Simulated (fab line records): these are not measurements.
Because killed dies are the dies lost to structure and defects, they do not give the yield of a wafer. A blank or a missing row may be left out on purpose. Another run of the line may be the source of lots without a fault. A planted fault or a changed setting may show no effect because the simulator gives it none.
The tool behind it: which one? + flow gf180mcu + 42 wafers from 14 lots sampled at 5 of the route's 602 steps

== WHAT THE GAUGES READ, wafer by wafer ==
GF_HV_LDD_OVL_MEAS_20. Usual: HV_LDD_01_OVL gives -0.2 nm (standard deviation 1.5).
| lot  | measured     | on         | HV_LDD_01_OVL (nm) | flag |
|------|--------------|------------|--------------------|------|
| L892 | day 11 08:55 | overlay-01 | 3.6 1.9 -0.5       |      |
| L893 | day 11 14:04 | overlay-01 | 0.4 0.5 -0.1       |      |
| L894 | day 11 21:49 | overlay-01 | -1.3 -0.8 -1.7     |      |
| L896 | day 12 11:31 | overlay-02 | 0.0 -2.0 -2.0      |      |
| L897 | day 12 20:25 | overlay-02 | -1.4 -0.5 -1.5     |      |
| L898 | day 13 02:55 | overlay-02 | 0.6 -0.6 0.5       |      |
| L900 | day 13 18:37 | overlay-01 | 1.0 0.3 0.5        |      |
| L901 | day 14 03:33 | overlay-02 | -2.3 -1.7 -1.8     |      |
| L902 | day 14 06:07 | overlay-02 | -1.2 -2.2 -1.4     |      |
| L903 | day 14 21:07 | overlay-01 | 4.3 1.0 2.4        |      |
| L904 | day 15 02:19 | overlay-01 | -1.1 1.4 -0.1      |      |
| L905 | day 15 08:06 | overlay-01 | 0.0 0.4 2.0        |      |
| L911 | day 17 07:13 | overlay-01 | 0.3 -1.6 1.6       |      |
| L914 | day 18 03:58 | overlay-02 | -2.4 -0.5 -2.0     |      |

GF_HV_LDD_TW_MEAS_23. Usual: HV_LDD_2_TW gives 1052 (standard deviation 8.8).
| lot  | measured     | on            | HV_LDD_2_TW    | flag |
|------|--------------|---------------|----------------|------|
| L892 | day 11 09:13 | film_metro-03 | 1045 1047 1047 |      |
| L893 | day 11 14:22 | film_metro-02 | 1055 1045 1051 |      |
| L894 | day 11 22:07 | film_metro-04 | 1055 1052 1054 |      |
| L896 | day 12 11:49 | film_metro-02 | 1052 1046 1044 |      |
| L897 | day 12 20:43 | film_metro-02 | 1047 1047 1046 |      |
| L898 | day 13 03:13 | film_metro-04 | 1052 1058 1057 |      |
| L900 | day 13 18:55 | film_metro-02 | 1036 1038 1037 |      |
| L901 | day 14 03:50 | film_metro-02 | 1050 1047 1048 |      |
| L902 | day 14 06:34 | film_metro-04 | 1061 1060 1064 |      |
| L903 | day 14 21:25 | film_metro-04 | 1061 1065 1061 |      |
| L904 | day 15 02:37 | film_metro-03 | 1049 1053 1047 |      |
| L905 | day 15 08:23 | film_metro-04 | 1063 1065 1065 |      |
| L911 | day 17 07:31 | film_metro-03 | 1048 1057 1050 |      |
| L914 | day 18 04:15 | film_metro-04 | 1062 1056 1055 |      |

GF_HV_LDD_OVL_MEAS_32. Usual: HV_LDD_02_OVL gives 0.0 nm (standard deviation 1.3).
| lot  | measured     | on         | HV_LDD_02_OVL (nm) | flag |
|------|--------------|------------|--------------------|------|
| L892 | day 12 05:16 | overlay-02 | -1.3 -2.2 -1.8     |      |
| L893 | day 12 09:55 | overlay-01 | 0.4 -0.5 0.4       |      |
| L894 | day 12 18:34 | overlay-01 | -0.8 -1.1 -0.9     |      |
| L896 | day 13 07:55 | overlay-02 | -1.9 -1.3 -1.5     |      |
| L897 | day 13 17:40 | overlay-02 | -0.5 -0.5 -0.3     |      |
| L898 | day 14 00:25 | overlay-01 | 0.7 3.2 -0.8       |      |
| L900 | day 14 16:15 | overlay-01 | -0.1 0.3 0.5       |      |
| L901 | day 15 00:31 | overlay-02 | -0.4 -2.0 -2.7     |      |
| L902 | day 15 03:38 | overlay-02 | -0.2 1.7 -1.1      |      |
| L903 | day 15 19:37 | overlay-02 | 0.4 -0.4 0.6       |      |
| L904 | day 16 00:50 | overlay-01 | 0.6 -0.5 0.2       |      |
| L905 | day 16 07:01 | overlay-01 | -0.9 3.2 1.1       |      |
| L911 | day 18 07:37 | overlay-02 | -1.3 0.2 -0.7      |      |
| L914 | day 19 04:57 | overlay-02 | -1.9 -1.2 -0.9     |      |

GF_HV_LDD_RS_MEAS_53: measurement is done with a four-point probe. Usual: HV_LDD_RS gives 418.6 ohm/sq (standard deviation 0.93).
| lot  | measured     | on            | HV_LDD_RS (ohm/sq) | flag |
|------|--------------|---------------|--------------------|------|
| L892 | day 13 03:01 | film_metro-03 | 418.6 418.9 418.3  |      |
| L893 | day 13 07:11 | film_metro-03 | 419.7 420.3 419.5  |      |
| L894 | day 13 15:50 | film_metro-04 | 418.2 417.5 417.0  |      |
| L896 | day 14 05:55 | film_metro-03 | 418.7 418.9 419.2  |      |
| L897 | day 14 16:28 | film_metro-04 | 420.1 419.2 419.3  |      |
| L898 | day 14 23:14 | film_metro-03 | 418.4 418.7 419.4  |      |
| L900 | day 15 15:41 | film_metro-04 | 418.1 418.0 419.5  |      |
| L901 | day 16 00:02 | film_metro-04 | 417.4 419.0 418.5  |      |
| L902 | day 16 03:26 | film_metro-03 | 417.5 419.0 417.5  |      |
| L903 | day 16 20:19 | film_metro-04 | 418.3 418.1 418.4  |      |
| L904 | day 17 01:10 | film_metro-04 | 417.8 418.5 418.4  |      |
| L905 | day 17 08:13 | film_metro-02 | 419.5 419.3 419.3  |      |
| L911 | day 19 10:20 | film_metro-02 | 411.9 411.4 411.4  | OFF  |
| L914 | day 20 06:11 | film_metro-02 | 410.9 411.1 411.1  | OFF  |

== EACH LOT AND THE TOOL THAT RAN IT (in order: tool; ch and the chambers of the sampled wafers; start) ==
| lot  | GF_HV_LDD_IMPLANT_35            |
|------|---------------------------------|
| L892 | implanter-03 ch 0, day 12 05:37 |
| L893 | implanter-01 ch 0, day 12 10:16 |
| L894 | implanter-02 ch 0, day 12 18:54 |
| L896 | implanter-01 ch 0, day 13 08:15 |
| L897 | implanter-01 ch 0, day 13 18:01 |
| L898 | implanter-01 ch 0, day 14 00:46 |
| L900 | implanter-02 ch 0, day 14 16:35 |
| L901 | implanter-02 ch 0, day 15 00:52 |
| L902 | implanter-02 ch 0, day 15 04:02 |
| L903 | implanter-01 ch 0, day 15 19:58 |
| L904 | implanter-03 ch 0, day 16 01:13 |
| L905 | implanter-03 ch 0, day 16 07:21 |
| L911 | implanter-03 ch 0, day 18 07:58 |
| L914 | implanter-03 ch 0, day 19 05:17 |
- GF_HV_LDD_IMPLANT_35

== AS READ BY THE TOOLS THEMSELVES (means over the sampled wafers that have a number; for cases with no such wafer, the mark the record gives instead) ==
GF_HV_LDD_IMPLANT_35. Usual: beam_energy_keV 60.004, standard deviation 0.021; end_station_pressure_torr 5.05e-06 Torr, standard deviation 2.6e-07.
| lot  | tool         | beam_energy_keV | end_station_pressure_torr (Torr) | flag |
|------|--------------|-----------------|----------------------------------|------|
| L892 | implanter-03 | 59.990          | 5.14e-06                         |      |
| L893 | implanter-01 | 59.996          | 4.86e-06                         |      |
| L894 | implanter-02 | 60.003          | 5.15e-06                         |      |
| L896 | implanter-01 | 60.014          | 4.96e-06                         |      |
| L897 | implanter-01 | 60.013          | 5.12e-06                         |      |
| L898 | implanter-01 | 60.015          | 4.91e-06                         |      |
| L900 | implanter-02 | 60.029          | 5.05e-06                         |      |
| L901 | implanter-02 | 60.005          | 4.96e-06                         |      |
| L902 | implanter-02 | 60.022          | 4.99e-06                         |      |
| L903 | implanter-01 | 60.035          | 5.35e-06                         |      |
| L904 | implanter-03 | 60.002          | 5.35e-06                         |      |
| L905 | implanter-03 | 59.980          | 5.12e-06                         |      |
| L911 | implanter-03 | 48.916          | 5.24e-06                         | OFF  |
| L914 | implanter-03 | 48.912          | 4.98e-06                         | OFF  |

== THE ANSWER, worked out from the rows above alone ==
Rule: a lot counts as off when the mean over its wafers that have a number is more than 3 standard deviations away from the usual mean. A lot without any number at a reading at which 4 lots or more have one is off too. The other lots that the step has rows for count as sound. The gauges are gone through in route order, then the tools' own readings, and for those a lot's mean is taken as printed above. The first step at which some lot is off is used, and at that step the reading that is off furthest; a lot without a number counts as furthest.
Off: L911, L914, at GF_HV_LDD_RS_MEAS_53 (HV_LDD_RS).
If a tool, at a process step before that reading, ran all the lots that are off and no sound lot after the first of them, it fits. The gauges at GF_HV_LDD_RS_MEAS_53 aren't tried: what is off there is off at GF_HV_LDD_IMPLANT_35 too, on other tools, and a gauge's error can't cause that. One fits: GF_HV_LDD_IMPLANT_35 on implanter-03. Its last sound lot is L905 (day 16 07:21), its first lot that is off L911 (day 18 07:58): a fault that began between those two fits.
On the lots that are off, the tool's own readings at GF_HV_LDD_IMPLANT_35 differ by more than 5 times the standard deviation of the sound lots' means, which bears it out; beam_energy_keV reads 48.914 there versus 60.009 on the sound lots.

== WHAT HAD BEEN PUT IN BY THE SIMULATOR ==
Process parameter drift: implanter-03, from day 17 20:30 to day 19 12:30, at GF_HV_LDD_IMPLANT_35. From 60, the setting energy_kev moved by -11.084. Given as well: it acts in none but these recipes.
Shown lots that were struck: L911, L914. This agrees with what the rule above found.
